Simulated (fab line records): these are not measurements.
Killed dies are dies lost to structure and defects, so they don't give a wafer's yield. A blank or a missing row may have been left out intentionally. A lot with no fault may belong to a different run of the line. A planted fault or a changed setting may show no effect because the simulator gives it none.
2 desks, one fault	flow sky130	each desk has only its own numbers; what lay behind them comes last

## AT THE METROLOGY DESK
Means of the sampled wafers that have a number, per lot and without regard to the tool the lot ran on: this is what the gauges read. If a lot's mean is further than 4 standard deviations from the usual mean, the lot is out of limits and carries the mark OUT (the distance appears in the brackets).
Columns: A = cdNm at SKY_METAL4_CD_MEAS_13, usual 300.0 nm
lot	first seen here	A
L196	day 42 02:01	299.9
L197	day 42 12:35	301.0
L199	day 43 04:20	298.5
L201	day 43 18:08	300.1
L202	day 44 09:05	298.3
L204	day 44 11:29	300.3
L203	day 44 14:31	302.0
L205	day 44 20:33	301.1
L213	day 46 13:38	301.6
L219	day 47 17:32	300.3
This desk's finding: nothing out of limits on any of the 10 lots.

## TOOL OWNER'S DESK, rieMetal-04
The tool's own readings at SKY_METAL4_METAL_ETCH_18 (etches the open film in Cl2/BCl3, stops on SiO2, target depth 845 nm, time 183.1 s): means of the sampled wafers that have a number, for each lot that ran on this tool. If a lot's mean is further than 4 standard deviations from the usual mean, the lot is out of limits and carries the mark OUT (the distance appears in the brackets).
Columns: A = bcl3FlowSccm at SKY_METAL4_METAL_ETCH_18, usual 30.00 sccm; B = drypumpMotorCurrentA at SKY_METAL4_METAL_ETCH_18, usual 5.55 A; C = heBacksideLeakSccm at SKY_METAL4_METAL_ETCH_18, usual 3.31 sccm; D = oesProductAu at SKY_METAL4_METAL_ETCH_18, usual 0.864 a.u.; E = throttleValvePct at SKY_METAL4_METAL_ETCH_18, usual 22.266 %
lot	first seen here	A	B	C	D	E
L197	day 42 12:53	30.09	5.30	3.41	0.868	22.253
L203	day 44 14:50	30.01	5.38	3.45	0.862	22.268
L213	day 46 13:55	29.97	5.60	3.47	0.845	22.269
This desk's finding: nothing out of limits on any of the 3 lots.

## ALL TOGETHER
Nothing out of limits was seen by the metrology desk.
The desk of the tool owner found nothing out of limits.

## WHAT THE SIMULATOR HAD PUT IN
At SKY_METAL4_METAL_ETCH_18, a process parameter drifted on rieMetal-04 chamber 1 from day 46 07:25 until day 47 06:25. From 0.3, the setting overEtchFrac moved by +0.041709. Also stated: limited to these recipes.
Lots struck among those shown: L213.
